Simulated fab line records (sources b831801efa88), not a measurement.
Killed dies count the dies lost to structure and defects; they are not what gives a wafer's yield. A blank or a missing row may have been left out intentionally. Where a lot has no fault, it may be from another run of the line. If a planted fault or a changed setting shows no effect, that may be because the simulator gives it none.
The same fault as seen by 2 desks ; flow sky130 ; only its own numbers are on each desk; what lay behind them is given at the end

== FOR THE TOOL OWNER'S DESK: furnace-01 ==
The tool's own readings at SKY_SONOS_ONO_OXIDATION_00 (stabilise 600 s, purge 300 s, target thk 2.6 nm): means of the sampled wafers that have a number, for each lot that ran on this tool. If a lot's mean is further than 4 standard deviations from the usual mean, the lot is out of limits and carries the mark OUT (the distance appears in the brackets).
Columns: A = spike_tc_centre_C at SKY_SONOS_ONO_OXIDATION_00, usual 800.7 C; B = spike_tc_top_C at SKY_SONOS_ONO_OXIDATION_00, usual 813.4 C; C = spike_tc_upper_C at SKY_SONOS_ONO_OXIDATION_00, usual 799.4 C; D = tube_center_temp_C_max at SKY_SONOS_ONO_OXIDATION_00, usual 802.1; E = zone_power_centre_pct at SKY_SONOS_ONO_OXIDATION_00, usual 16.8 %; F = zone_power_top_pct at SKY_SONOS_ONO_OXIDATION_00, usual 26.70 %; G = zone_power_upper_pct at SKY_SONOS_ONO_OXIDATION_00, usual 14.7 %
lot;first seen here;A;B;C;D;E;F;G
L937;day 11 06:47;799.7;811.4;800.2;801.9;16.1;26.85;15.4
L940;day 12 10:10;800.4;811.8;799.5;802.0;16.2;26.80;15.4
L945;day 14 09:31;797.8;808.7;819.3 (+18) OUT;802.3;13.0 (-4.7) OUT;22.97 (-14) OUT;22.8 (+7.4) OUT
L946;day 14 09:31;796.5;807.7;819.9 (+19) OUT;801.9;13.0 (-4.7) OUT;23.12 (-14) OUT;22.5 (+7.1) OUT
L947;day 14 23:38;796.7;807.8;820.0 (+19) OUT;802.2;13.0 (-4.7) OUT;23.12 (-14) OUT;22.4 (+7.0) OUT
This desk's verdict: out of limits on L945, L946, L947, starting with L945 at day 14 09:31 (spike_tc_upper_C at SKY_SONOS_ONO_OXIDATION_00). In limits: L937, L940.

== METROLOGY DESK ==
Means of the sampled wafers that have a number, per lot and without regard to the tool the lot ran on: this is what the gauges read. If a lot's mean is further than 4 standard deviations from the usual mean, the lot is out of limits and carries the mark OUT (the distance appears in the brackets).
Columns: A = cd_nm at SKY_SONOS_TUNNEL_CD_MEAS_07, usual 409.9 nm; B = SONOS_TUNNEL_OVL at SKY_SONOS_TUNNEL_OVL_MEAS_08, usual -1.1 nm; C = SONOS_TUNNEL_TW at SKY_SONOS_TUNNEL_TW_MEAS_12, usual 198.4; D = SONOS_ONO_OXIDATION_THK at SKY_SONOS_ONO_THK_MEAS_01, usual 2.60 nm
lot;first seen here;A;B;C;D
L937;day 11 05:52;407.6;-2.5;197.3;2.63
L940;day 12 06:07;406.4;-0.6;198.8;2.56
L945;day 14 01:59;413.6;-0.9;198.0;2.73
L946;day 14 07:50;411.1;-1.3;196.9;2.61
L947;day 14 14:28;412.0;-2.8;198.6;2.72
L955;day 17 03:52;408.1;-0.8;199.5;2.70
L958;day 18 07:28;411.1;-0.4;198.8;2.57
Result from this desk: across the 7 lots, nothing is out of limits.

== PUT TOGETHER ==
On L945, L946, L947, at day 14 09:31, an alarm was possible from the tool owner's desk.
At the metrology desk, nothing out of limits was observed.
The metrology desk holds a record of L945, L946, L947, inside its limits.
All the named lots went through SKY_SONOS_ONO_OXIDATION_00 on furnace-01.

== WHAT WAS PUT IN BY THE SIMULATOR ==
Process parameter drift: furnace-01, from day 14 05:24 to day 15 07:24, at SKY_SONOS_ONO_OXIDATION_00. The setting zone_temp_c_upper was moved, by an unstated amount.
Shown lots that were struck: L945, L946, L947.
Hours from the fault's start to each desk's first reading out of limits: the tool owner's desk, 4.
